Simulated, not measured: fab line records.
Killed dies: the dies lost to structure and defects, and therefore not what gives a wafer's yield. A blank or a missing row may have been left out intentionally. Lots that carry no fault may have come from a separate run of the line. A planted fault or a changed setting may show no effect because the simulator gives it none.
fab line records | flow sky130
record lots=6 | wafers=18 | last_day=50
route steps=708 shown CONTACT@411 PAD_OPEN@708
lots that met no fault: from a run of the same line without faults
start_h: the number of hours between the record's first day and the start of the first shown wafer of the lot | wait_h: hours since the lot's step before | " the same as in the row above | L1.1+2: a row that stands for several wafers | - no value, or no start given | * or withheld: withheld | < > ~ a bound
route shown NAME@n: NAME is a module with steps in the file, n the number in the route of the first one | usual: average and standard deviation across the fault-free wafers | same: alike in all rows | chamber/n: place in a boat | sites: readings site by site | _std_site: standard deviation across them | _edge_site: inner sites' mean taken away from outer sites' mean | radius_mm: how far each site lies from the wafer's centre | mask NAME#n: copy n | behind: the tool/chamber that last shaped the wafer | hold: why the lot was held/for how many hours/how that ended | device: names the non-switching transistor (n, p or np) | end of line: the tests these same wafers got at the end of their route | a step given without rows: its recipe and nothing more | killed: at the first sort, the dies lost to defects and structure; wafer yield is something else | map: a wafer's dies, marking killed ones x, the rest . and places with no die _
set.NAME: the run value of the setting; set.NAME@STEP: its run value at that earlier step | model.NAME: the simulator's own value behind a step, which no gauge read
lots seen at some steps along the route; tables by step, rows by wafer
services: the hour from which a tool's chamber was out of use, counted from the record's first day as start_h (under 0 if before that day), plus the number of hours and why
## steps
# step SKY_CONTACT_BOW_MEAS_05
# recipe mode=bow
# usual CONTACT_BOW=82/6.9
lot.wafer | tool          | chamber | start_h | wait_h | CONTACT_BOW[um]
L288.2    | film_metro-03 | -       | 701.43  | 0.1    | 84
L288.4    | "             | -       | "       | "      | 65
L288.5    | "             | -       | "       | "      | 86
L296.4    | film_metro-04 | -       | 770.52  | 0.3    | 79
L296.5    | "             | -       | "       | "      | 83
L296.6    | "             | -       | "       | "      | 84
L304.1    | film_metro-04 | -       | 842.18  | 0.2    | 72
L304.2    | "             | -       | "       | "      | 88
L304.4    | "             | -       | "       | "      | 77
L305.1    | film_metro-04 | -       | 854.87  | 0.1    | 86
L305.4    | "             | -       | "       | "      | 86
L305.6    | "             | -       | "       | "      | 85
L311.2    | film_metro-01 | -       | 880.67  | 0.2    | 73
L311.4    | "             | -       | "       | "      | 72
L311.5    | "             | -       | "       | "      | 86
L310.2    | film_metro-01 | -       | 882.70  | 0.2    | 72
L310.3    | "             | -       | "       | "      | 78
L310.4    | "             | -       | "       | "      | 84
# step SKY_CONTACT_DEHYDRATE_06
# recipe temp_c=200 | time_s=60
# step SKY_CONTACT_HMDS_07
# recipe prime_time_s=60 | prime_temp_c=120
# step SKY_CONTACT_COAT_08
# recipe resist=BARC | temp_c=withheld | time_s=withheld | spin_rpm=3000 | resist_thk_nm=60
# step SKY_CONTACT_COAT_09
# recipe resist=KrF-thick | spin_rpm=3000 | resist_thk_nm=450
# step SKY_CONTACT_SOFTBAKE_10
# recipe temp_c=100 | time_s=90 | resist=KrF-thick
# step SKY_CONTACT_EXPOSE_11
# recipe mask_id=CTM1 | na=0.8 | source_shape=annular | sigma_inner=0.55 | sigma_outer=0.85 | target_cd_nm=170 | dose_mj=38
# step SKY_CONTACT_PEB_12
# recipe peb_temp_c=withheld | peb_time_s=withheld | resist=KrF-thick
# step SKY_CONTACT_DEVELOP_13
# recipe develop_time_s=60 | resist=KrF-thick | dev_temp_c=21
# step SKY_CONTACT_CD_MEAS_14
# recipe target_cd_nm=170
# usual cd_nm=169.9/1.5
lot.wafer | tool      | chamber | start_h | wait_h | cd_nm
L288.2    | cd_sem-02 | -       | 729.79  | -      | 169.6
L288.4    | "         | -       | "       | "      | 169.8
L288.5    | "         | -       | "       | "      | 170.0
L296.4    | cd_sem-01 | -       | 796.66  | -      | 172.4
L296.5    | "         | -       | "       | "      | 172.8
L296.6    | "         | -       | "       | "      | 171.3
L304.1    | cd_sem-02 | -       | 867.87  | -      | 168.7
L304.2    | "         | -       | "       | "      | 170.9
L304.4    | "         | -       | "       | "      | 170.3
L305.1    | cd_sem-02 | -       | 880.59  | -      | 169.1
L305.4    | "         | -       | "       | "      | 170.3
L305.6    | "         | -       | "       | "      | 168.8
L311.2    | cd_sem-02 | -       | 905.26  | -      | 166.4
L311.4    | "         | -       | "       | "      | 166.7
L311.5    | "         | -       | "       | "      | 166.1
L310.2    | cd_sem-02 | -       | 907.99  | -      | 169.7
L310.3    | "         | -       | "       | "      | 170.3
L310.4    | "         | -       | "       | "      | 169.5
# step SKY_CONTACT_OVL_MEAS_15
# usual CONTACT_OVL=5/5.1
lot.wafer | tool       | chamber | start_h | wait_h | CONTACT_OVL[nm]
L288.2    | overlay-02 | -       | 729.90  | 0.1    | 5
L288.4    | "          | -       | "       | "      | 3
L288.5    | "          | -       | "       | "      | 2
L296.4    | overlay-02 | -       | 796.74  | 0.1    | 10
L296.5    | "          | -       | "       | "      | 7
L296.6    | "          | -       | "       | "      | 6
L304.1    | overlay-02 | -       | 867.99  | 0.1    | 4
L304.2    | "          | -       | "       | "      | 3
L304.4    | "          | -       | "       | "      | 7
L305.1    | overlay-01 | -       | 880.71  | 0.1    | 7
L305.4    | "          | -       | "       | "      | -2
L305.6    | "          | -       | "       | "      | -1
L311.2    | overlay-02 | -       | 905.37  | 0.1    | 2
L311.4    | "          | -       | "       | "      | -6
L311.5    | "          | -       | "       | "      | -7
L310.2    | overlay-02 | -       | 908.10  | 0.1    | 9
L310.3    | "          | -       | "       | "      | 8
L310.4    | "          | -       | "       | "      | 10
# step SKY_CONTACT_ETCH_16
# recipe chemistry=N2/H2 | target=BARC | ion_energy_ev=200 | source_w=500 | bias_w=100 | pressure_mtorr=30 | n2_flow_sccm=100 | h2_flow_sccm=200 | stop_on=SiO2 | time_s=45.9 | target_depth_a=600
# usual drypump_motor_current_A=5.8/0.4 | h2_flow_sccm=200.1/0.71 | oes_product_au=0.854/0.0046 | rf_fwd_power_W=494.4/2 | throttle_valve_pct=13.224/0.0081
lot.wafer | tool        | chamber | start_h | wait_h | drypump_motor_current_A | h2_flow_sccm | oes_product_au | rf_fwd_power_W | rf_hours_counter_h | throttle_valve_pct
L288.2    | rie_diel-03 | 2       | 729.93  | 0.0    | 5.7                     | 200.8        | 0.842          | 494.2          | 47                 | 13.231
L288.4    | "           | 1       | "       | "      | 5.9                     | 200.1        | 0.861          | 497.1          | 24                 | 13.217
L288.5    | "           | 0       | "       | "      | 6.1                     | 201.4        | 0.858          | 497.3          | -                  | 13.229
L296.4    | rie_diel-02 | 2       | 796.77  | 0.0    | 5.6                     | 200.5        | 0.861          | 494.1          | -                  | 13.226
L296.5    | "           | 3       | "       | "      | 5.5                     | 199.7        | 0.859          | 490.8          | -                  | 13.228
L296.6    | "           | 0       | "       | "      | 5.1                     | 200.1        | 0.851          | 498.7          | -                  | 13.229
L304.1    | rie_diel-02 | 2       | 868.03  | 0.0    | 5.7                     | 200.0        | 0.855          | 492.7          | 8                  | 13.199
L304.2    | "           | 1       | "       | "      | 5.9                     | 200.0        | 0.853          | 496.4          | 12                 | 13.229
L304.4    | "           | 3       | "       | "      | 5.5                     | 200.4        | 0.841          | 491.3          | 8                  | 13.218
L305.1    | rie_diel-02 | 1       | 880.75  | 0.0    | 5.8                     | 199.5        | 0.860          | 497.9          | 12                 | 13.219
L305.4    | "           | 1       | "       | "      | 5.9                     | 199.8        | 0.856          | 493.1          | -                  | 13.229
L305.6    | "           | 2       | "       | "      | 5.6                     | 200.0        | 0.854          | 491.6          | -                  | 13.233
L311.2    | rie_diel-03 | 1       | 905.40  | 0.0    | 6.0                     | 200.5        | 0.857          | 499.4          | 1                  | 13.220
L311.4    | "           | 0       | "       | "      | 6.0                     | 199.2        | 0.857          | 494.4          | 7                  | 13.226
L311.5    | "           | 2       | "       | "      | 5.7                     | 201.1        | 0.855          | 494.6          | -                  | 13.224
L310.2    | rie_diel-01 | 3       | 908.13  | 0.0    | 6.8                     | 200.8        | 0.857          | 495.5          | 11                 | 13.231
L310.3    | "           | 0       | "       | "      | 5.7                     | 200.6        | 0.851          | 497.2          | 8                  | 13.229
L310.4    | "           | 1       | "       | "      | 5.7                     | 199.9        | 0.848          | 492.1          | 2                  | 13.216
# step SKY_CONTACT_ETCH_17
# recipe target=SiO2 | chemistry=C4F8/O2/Ar | stop_on=Si3N4 | mask_material=KrF-thick | source_w=1500 | bias_w=1200 | pressure_mtorr=40 | c4f8_flow_sccm=withheld | O2_flow_sccm=6 | Ar_flow_sccm=300 | time_s=withheld | target_depth_a=3400
# usual oes_product_au=0.892/0.0049 | rf_fwd_power_W=1486/5.8
lot.wafer | tool        | chamber | start_h | wait_h | oes_product_au | rf_fwd_power_W | model.KrF-thick_of_CONTACT_COAT_09.thk_nm
L288.2    | rie_diel-03 | 2       | 729.97  | 0.0    | 0.895          | 1484           | 322
L288.4    | "           | 1       | "       | "      | 0.882          | 1495           | 326.8
L288.5    | "           | 0       | "       | "      | 0.892          | 1485           | 324.4
L296.4    | rie_diel-02 | 2       | 796.82  | 0.0    | 0.898          | 1483           | 327.5
L296.5    | "           | 3       | "       | "      | 0.891          | 1483           | 327
L296.6    | "           | 0       | "       | "      | 0.903          | 1486           | 331.7
L304.1    | rie_diel-02 | 2       | 868.07  | 0.0    | 0.891          | 1243           | 330
L304.2    | "           | 1       | "       | "      | 0.892          | 1245           | 326.8
L304.4    | "           | 3       | "       | "      | 0.888          | 1238           | 328.8
L305.1    | rie_diel-02 | 1       | 880.79  | 0.0    | 0.885          | 1252           | 329.8
L305.4    | "           | 1       | "       | "      | 0.892          | 1248           | 329.1
L305.6    | "           | 2       | "       | "      | 0.897          | 1245           | 333.8
L311.2    | rie_diel-03 | 1       | 905.44  | 0.0    | 0.894          | 1494           | 328.9
L311.4    | "           | 0       | "       | "      | 0.897          | 1487           | 322.3
L311.5    | "           | 2       | "       | "      | 0.889          | 1491           | 327.9
L310.2    | rie_diel-01 | 3       | 908.17  | 0.0    | 0.886          | 1489           | 328.2
L310.3    | "           | 0       | "       | "      | 0.891          | 1483           | 329.7
L310.4    | "           | 1       | "       | "      | 0.890          | 1484           | 325.2
# step SKY_CONTACT_ETCH_18
# recipe target=Si3N4 | chemistry=CHF3/O2 | stop_on=TiN | source_w=600 | bias_w=200 | pressure_mtorr=40 | chf3_flow_sccm=50 | O2_flow_sccm=5 | time_s=39 | target_depth_a=750
# usual chf3_flow_sccm=50.02/0.15 | drypump_motor_current_A=5.8/0.4 | oes_product_au=0.853/0.0088 | rf_fwd_power_W=592.5/2.6 | throttle_valve_pct=8.792/0.009
lot.wafer | tool        | chamber | start_h | wait_h | chf3_flow_sccm | drypump_motor_current_A | oes_product_au | rf_fwd_power_W | rf_hours_counter_h | throttle_valve_pct
L288.2    | rie_diel-03 | 2       | -       | -      | 49.93          | 5.6                     | 0.858          | 591.4          | 47                 | 8.783
L288.4    | "           | 1       | "       | "      | 50.07          | 5.9                     | 0.869          | 595.6          | 24                 | 8.809
L288.5    | "           | 0       | "       | "      | 50.09          | 6.0                     | 0.866          | 594.7          | -                  | 8.793
L296.4    | rie_diel-02 | 2       | -       | -      | 49.91          | 5.6                     | 0.856          | 588.6          | -                  | 8.781
L296.5    | "           | 3       | "       | "      | 50.01          | 5.5                     | 0.869          | 589.9          | -                  | 8.779
L296.6    | "           | 0       | "       | "      | 49.80          | 5.1                     | 0.865          | 598.5          | -                  | 8.800
L304.1    | rie_diel-02 | 2       | -       | -      | 50.03          | 5.7                     | 0.843          | 595.1          | 8                  | 8.809
L304.2    | "           | 1       | "       | "      | 49.93          | 5.8                     | 0.852          | 596.4          | 12                 | 8.802
L304.4    | "           | 3       | "       | "      | 50.18          | 5.5                     | 0.861          | 590.5          | 8                  | 8.802
L305.1    | rie_diel-02 | 1       | -       | -      | 50.09          | 5.9                     | 0.857          | 590.4          | 12                 | 8.798
L305.4    | "           | 1       | "       | "      | 49.91          | 5.9                     | 0.864          | 592.9          | -                  | 8.781
L305.6    | "           | 2       | "       | "      | 49.92          | 5.6                     | 0.860          | 591.1          | -                  | 8.789
L311.2    | rie_diel-03 | 1       | -       | -      | 49.69          | 5.9                     | 0.837          | 592.4          | 1                  | 8.794
L311.4    | "           | 0       | "       | "      | 50.24          | 6.0                     | 0.862          | 592.2          | 7                  | 8.799
L311.5    | "           | 2       | "       | "      | 49.86          | 5.7                     | 0.854          | 591.2          | -                  | 8.809
L310.2    | rie_diel-01 | 3       | -       | -      | 50.03          | 6.7                     | 0.853          | 593.6          | 11                 | 8.786
L310.3    | "           | 0       | "       | "      | 49.95          | 5.7                     | 0.846          | 592.2          | 8                  | 8.785
L310.4    | "           | 1       | "       | "      | 50.10          | 5.7                     | 0.858          | 587.8          | 2                  | 8.784
# step SKY_PAD_OPEN_PROBE_99
# usual killed_at_M0_to_M3=44/7.3 | killed_at_M4_up=3.1/1.6 | killed_at_contacts=24/5.4 | killed_at_front_end=15/4 | killed_at_other=0.2/0.49 | killed_dies=86/10 | killed_open=48/7.3 | killed_short=38/6.3
# same gross_dies=492 | killed_at_back_side=0
lot.wafer | tool      | chamber | start_h | wait_h | killed_at_M0_to_M3 | killed_at_M4_up | killed_at_contacts | killed_at_front_end | killed_at_other | killed_dies | killed_open | killed_short
L288.2    | prober-02 | -       | 1069.38 | 0.1    | 39                 | 3               | 23                 | 15                  | 0               | 80          | 48          | 32
L288.4    | prober-02 | -       | 1069.48 | 0.2    | 49                 | 1               | 25                 | 7                   | 0               | 82          | 43          | 39
L288.5    | prober-02 | -       | 1069.53 | 0.2    | 40                 | 3               | 20                 | 16                  | 0               | 79          | 44          | 35
# killed by level:class
L288.2 LI_CONTACT:geometric_particle:open=9 VIA1:geometric_particle:open=9 CONTACT:geometric_particle:open=6 METAL1:geometric_particle:short=6 VIA3:geometric_particle:open=6 FIELD_ISO:geometric_particle:open=5 VIA2:geometric_particle:open=5 FIELD_ISO:geometric_particle:short=4
L288.4 CONTACT:geometric_particle:open=11 VIA1:geometric_particle:open=8 VIA3:geometric_particle:open=8 METAL2:geometric_particle:short=8 VIA1:geometric_particle:short=7 VIA2:geometric_particle:open=7 CONTACT:geometric_particle:short=6 LI_CONTACT:geometric_particle:open=5
L288.5 VIA1:geometric_particle:open=13 CONTACT:geometric_particle:open=9 VIA2:geometric_particle:open=6 FIELD_ISO:geometric_particle:short=5 VIA3:geometric_particle:open=5 LOCAL_INTERCONNECT:geometric_particle:short=4 VIA2:geometric_particle:short=4 LI_CONTACT:geometric_particle:open=3
## services
tool        | chamber | start_h | hours | kind
rie_diel-03 | 2       | 748.45  | -     | clean
rie_diel-03 | 2       | 748.45  | 15.7  | scheduled_down
rie_diel-03 | 2       | 748.45  | 15.7  | vent_cycle
rie_diel-02 | 2       | 772.10  | 6.1   | repair
rie_diel-02 | 1       | 795.33  | 4.6   | repair
rie_diel-01 | 3       | 795.64  | 9.5   | repair
rie_diel-01 | 1       | 796.48  | 9.3   | repair
rie_diel-01 | 1       | 812.91  | 7.2   | repair
rie_diel-03 | 0       | 817.89  | 7.6   | repair
rie_diel-01 | 1       | 820.12  | -     | clean
rie_diel-01 | 1       | 820.12  | 21.0  | scheduled_down
rie_diel-01 | 1       | 820.12  | 21.0  | vent_cycle
rie_diel-03 | 3       | 858.65  | 2.2   | repair
rie_diel-03 | 1       | 862.65  | -     | clean
rie_diel-03 | 1       | 862.65  | 16.7  | scheduled_down
rie_diel-03 | 1       | 862.65  | 16.7  | vent_cycle
rie_diel-02 | 3       | 878.51  | 9.8   | repair
rie_diel-02 | 0       | 894.33  | 1.9   | repair
rie_diel-02 | 0       | 896.53  | 8.9   | repair
## key
first_sign step=SKY_CONTACT_ETCH_17 | reading=rf_fwd_power_W | direction=down | sigmas=42 | usual=1486 | struck=1245
effect none on later readings
model_effect step=SKY_CONTACT_ETCH_17 | value=KrF-thick_of_CONTACT_COAT_09.thk_nm | without=325.3 | struck=329.7
met_at SKY_CONTACT_ETCH_17
struck_wafers L304.1,L304.2,L304.4,L305.1,L305.4,L305.6
tester_left_out L304,L305
onset_between 796.82 868.07
fault kind=process_parameter_drift | tool=rie_diel-02 | chamber=- | onset_h=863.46 | steps=SKY_CONTACT_ETCH_17 | channel=source_w | offset=-240 | shape=step | end_h=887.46 | acts_in=these_recipes_only | stated=1500
# tester_left_out: of these lots the tester's yield and bins aren't shown, on N5 and GAA mostly nor the transistor test; their killed dies are dies lost to structure and defects alone, not to doping, threshold or leakage, so they don't give the yield
